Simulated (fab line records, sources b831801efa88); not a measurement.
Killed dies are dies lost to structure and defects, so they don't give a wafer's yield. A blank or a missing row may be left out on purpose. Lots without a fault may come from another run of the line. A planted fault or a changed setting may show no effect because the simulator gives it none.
Which tool did it? | flow sky130 | 13 lots, 39 wafers sampled, at 6 steps of a route of 708

WHAT THE GAUGES READ, wafer by wafer
SKY_NWELL_THK_MEAS_02. Usual: NWELL_OXIDATION_THK 10.08 nm, standard deviation 0.22.
lot  | measured    | on            | NWELL_OXIDATION_THK (nm) | flag
L415 | day 3 01:53 | film_metro-01 | 9.78 9.77 9.86           |
L416 | day 3 13:14 | film_metro-04 | 9.99 10.01 9.95          |
L417 | day 3 18:35 | film_metro-03 | 10.18 10.10 10.02        |
L418 | day 3 18:35 | film_metro-01 | 9.87 10.02 9.90          |
L420 | day 4 01:13 | film_metro-01 | 9.81 9.94 9.90           |
L419 | day 4 01:14 | film_metro-04 | 10.15 9.97 10.02         |
L429 | day 5 20:31 | film_metro-01 | 10.29 10.32 10.17        |
L430 | day 6 03:31 | film_metro-01 | 10.41 10.38 10.42        |
L431 | day 6 03:31 | film_metro-03 | 10.46 10.57 10.64        |
L432 | day 6 09:47 | film_metro-01 | 10.05 10.15 10.10        |
L433 | day 6 12:22 | film_metro-04 | 9.72 9.92 9.87           |
L434 | day 6 18:02 | film_metro-04 | 10.17 10.41 10.22        |
L438 | day 7 12:08 | film_metro-01 | 9.62 9.76 9.81           |

SKY_NWELL_OVL_MEAS_10. Usual: NWELL_00_OVL 0.3 nm, standard deviation 1.3.
lot  | measured     | on         | NWELL_00_OVL (nm) | flag
L415 | day 4 23:16  | overlay-02 | -0.1 -0.1 -2.2    |
L416 | day 5 13:52  | overlay-02 | 0.0 0.9 1.1       |
L417 | day 5 21:46  | overlay-01 | 1.4 1.6 1.8       |
L418 | day 5 21:25  | overlay-02 | -1.8 -2.0 -2.5    |
L420 | day 6 04:55  | overlay-01 | -0.7 -1.6 0.2     |
L419 | day 6 04:20  | overlay-02 | 1.4 -0.1 0.7      |
L429 | day 8 04:58  | overlay-02 | 2.2 3.7 3.5       |
L430 | day 8 14:46  | overlay-02 | 0.8 -0.6 0.1      |
L431 | day 8 13:49  | overlay-02 | 0.3 -1.4 -0.1     |
L432 | day 8 21:19  | overlay-01 | 0.4 -0.4 0.3      |
L433 | day 9 00:55  | overlay-01 | -1.0 -1.5 -0.6    |
L434 | day 9 07:01  | overlay-01 | -0.5 -0.7 -0.9    |
L438 | day 10 03:17 | overlay-01 | -0.5 -1.0 0.8     |

SKY_NWELL_TW_MEAS_26. Usual: NWELL_2_TW 490, standard deviation 7.7.
lot  | measured     | on            | NWELL_2_TW  | flag
L415 | day 5 18:15  | film_metro-01 | 495 497 497 |
L416 | day 6 07:35  | film_metro-04 | 484 483 483 |
L417 | day 6 17:02  | film_metro-01 | 503 502 504 |
L418 | day 6 15:33  | film_metro-01 | 500 500 501 |
L420 | day 6 23:56  | film_metro-03 | 493 491 493 |
L419 | day 6 23:49  | film_metro-01 | 502 504 500 |
L429 | day 9 02:14  | film_metro-04 | 479 480 479 |
L430 | day 9 16:41  | film_metro-04 | 482 479 483 |
L431 | day 9 11:59  | film_metro-04 | 482 479 482 |
L432 | day 9 20:11  | film_metro-01 | 497 498 500 |
L433 | day 10 00:02 | film_metro-04 | 483 488 487 |
L434 | day 10 06:17 | film_metro-04 | 487 486 485 |
L438 | day 11 02:11 | film_metro-04 | 486 484 484 |

SKY_VT_ADJUST_HVTP_TW_MEAS_11. Usual: VT_ADJUST_HVTP_TW 1340, standard deviation 6.2.
lot  | measured     | on            | VT_ADJUST_HVTP_TW | flag
L415 | day 6 12:06  | film_metro-03 | 1341 1342 1336    |
L416 | day 7 03:17  | film_metro-02 | 1346 1338 1337    |
L417 | day 7 12:15  | film_metro-03 | 1340 1344 1345    |
L418 | day 7 11:38  | film_metro-03 | 1342 1337 1344    |
L420 | day 7 20:38  | film_metro-02 | 29 29 30          | OFF
L419 | day 7 19:44  | film_metro-02 | 1336 1334 1335    |
L429 | day 10 01:04 | film_metro-03 | 1332 1336 1333    |
L430 | day 10 15:52 | film_metro-02 | 1340 1338 1339    |
L431 | day 10 10:50 | film_metro-02 | 1331 1343 1340    |
L432 | day 10 18:52 | film_metro-02 | 1333 1343 1345    |
L433 | day 10 23:26 | film_metro-03 | 1345 1341 1341    |
L434 | day 11 05:53 | film_metro-01 | 1353 1351 1357    |
L438 | day 12 02:11 | film_metro-02 | 1340 1347 1341    |

WHICH TOOL RAN EACH LOT (tool, then ch and the chambers of the sampled wafers, then the start)
lot  | SKY_NWELL_STRIP_25                   | SKY_VT_ADJUST_HVTP_STRIP_10
L415 | plasma_asher-03 ch 0,1, day 5 18:09  | plasma_asher-02 ch 0,1, day 6 12:00
L416 | plasma_asher-03 ch 0,1, day 6 07:29  | plasma_asher-02 ch 0,1, day 7 03:10
L417 | plasma_asher-01 ch 0,1, day 6 16:56  | plasma_asher-01 ch 0,1, day 7 12:09
L418 | plasma_asher-03 ch 0,1, day 6 15:27  | plasma_asher-04 ch 0,1, day 7 11:32
L420 | plasma_asher-03 ch 0,1, day 6 23:50  | plasma_asher-04 ch 0,1, day 7 20:32
L419 | plasma_asher-04 ch 0,1, day 6 23:43  | plasma_asher-01 ch 0,1, day 7 19:38
L429 | plasma_asher-03 ch 0,1, day 9 02:08  | plasma_asher-01 ch 0,1, day 10 00:57
L430 | plasma_asher-03 ch 0,1, day 9 16:35  | plasma_asher-02 ch 0,1, day 10 15:46
L431 | plasma_asher-01 ch 0,1, day 9 11:53  | plasma_asher-01 ch 0,1, day 10 10:44
L432 | plasma_asher-01 ch 1, day 9 20:05    | plasma_asher-02 ch 0,1, day 10 18:46
L433 | plasma_asher-03 ch 0,1, day 9 23:56  | plasma_asher-02 ch 0,1, day 10 23:20
L434 | plasma_asher-01 ch 0,1, day 10 06:11 | plasma_asher-02 ch 0,1, day 11 05:47
L438 | plasma_asher-04 ch 0,1, day 11 02:05 | plasma_asher-04 ch 1, day 12 02:04
- SKY_NWELL_STRIP_25: strips in O2/N2.
- SKY_VT_ADJUST_HVTP_STRIP_10: strips in O2/N2.

WHAT THE TOOLS THEMSELVES READ (means of the sampled wafers that have a number; where no wafer has one, the mark that the record gives instead)
SKY_NWELL_STRIP_25. Usual: drypump_motor_current_A 5.5 A, standard deviation 0.47; oes_product_au 0.723 a.u., standard deviation 0.0046; strip_time_to_endpoint_s 36.89 s, standard deviation 0.11.
lot  | tool            | drypump_motor_current_A (A) | oes_product_au (a.u.) | strip_time_to_endpoint_s (s) | flag
L415 | plasma_asher-03 | 5.8                         | 0.725                 | 36.86                        |
L416 | plasma_asher-03 | 5.8                         | 0.722                 | 36.90                        |
L417 | plasma_asher-01 | 5.2                         | 0.724                 | 36.85                        |
L418 | plasma_asher-03 | 5.8                         | 0.725                 | 36.79                        |
L420 | plasma_asher-03 | 5.8                         | 0.815                 | -                            | OFF
L419 | plasma_asher-04 | 5.3                         | 0.720                 | 36.92                        |
L429 | plasma_asher-03 | 6.0                         | 0.718                 | 36.94                        |
L430 | plasma_asher-03 | 6.0                         | 0.719                 | 36.98                        |
L431 | plasma_asher-01 | 5.5                         | 0.727                 | 36.71                        |
L432 | plasma_asher-01 | 4.9                         | 0.727                 | 36.82                        |
L433 | plasma_asher-03 | 5.8                         | 0.722                 | 36.96                        |
L434 | plasma_asher-01 | 5.5                         | 0.724                 | 36.80                        |
L438 | plasma_asher-04 | 5.6                         | 0.725                 | 36.88                        |

SKY_VT_ADJUST_HVTP_STRIP_10. Usual: drypump_motor_current_A 5.8 A, standard deviation 0.61; oes_product_au 0.715 a.u., standard deviation 0.0044; strip_time_to_endpoint_s 14.17 s, standard deviation 0.046.
lot  | tool            | drypump_motor_current_A (A) | oes_product_au (a.u.) | strip_time_to_endpoint_s (s) | flag
L415 | plasma_asher-02 | 6.0                         | 0.718                 | 14.25                        |
L416 | plasma_asher-02 | 6.4                         | 0.717                 | 14.09                        |
L417 | plasma_asher-01 | 5.2                         | 0.709                 | 14.19                        |
L418 | plasma_asher-04 | 5.6                         | 0.713                 | 14.19                        |
L420 | plasma_asher-04 | 5.3                         | 0.723                 | 50.66                        | OFF
L419 | plasma_asher-01 | 5.5                         | 0.720                 | 14.16                        |
L429 | plasma_asher-01 | 5.2                         | 0.710                 | 14.20                        |
L430 | plasma_asher-02 | 6.0                         | 0.716                 | 14.18                        |
L431 | plasma_asher-01 | 5.5                         | 0.718                 | 14.17                        |
L432 | plasma_asher-02 | 6.3                         | 0.717                 | 14.16                        |
L433 | plasma_asher-02 | 6.4                         | 0.719                 | 14.23                        |
L434 | plasma_asher-02 | 6.4                         | 0.715                 | 14.24                        |
L438 | plasma_asher-04 | 5.9                         | 0.715                 | 14.15                        |

THE ANSWER, worked out from the rows above alone
Rule: a lot is off if the mean of its wafers that have a number lies more than 3 standard deviations from the usual mean. A lot without any number at a reading at which 4 lots or more have one is off too. The other lots that the step has rows for count as sound. The gauges are gone through in route order, then the tools' own readings, and for those a lot's mean is taken as printed above. The first step at which some lot is off is used, and at that step the reading that is off furthest; a lot without a number counts as furthest.
Off: L420, at SKY_VT_ADJUST_HVTP_TW_MEAS_11 (VT_ADJUST_HVTP_TW).
A tool fits if, at a process step before that reading, it ran every lot that is off, and no sound lot after the first of them. The gauges at SKY_VT_ADJUST_HVTP_TW_MEAS_11 aren't tried: what is off there is off at SKY_NWELL_STRIP_25 too, on other tools, and a gauge's error can't cause that. None of those tried fits.

WHAT THE SIMULATOR HAD PUT IN
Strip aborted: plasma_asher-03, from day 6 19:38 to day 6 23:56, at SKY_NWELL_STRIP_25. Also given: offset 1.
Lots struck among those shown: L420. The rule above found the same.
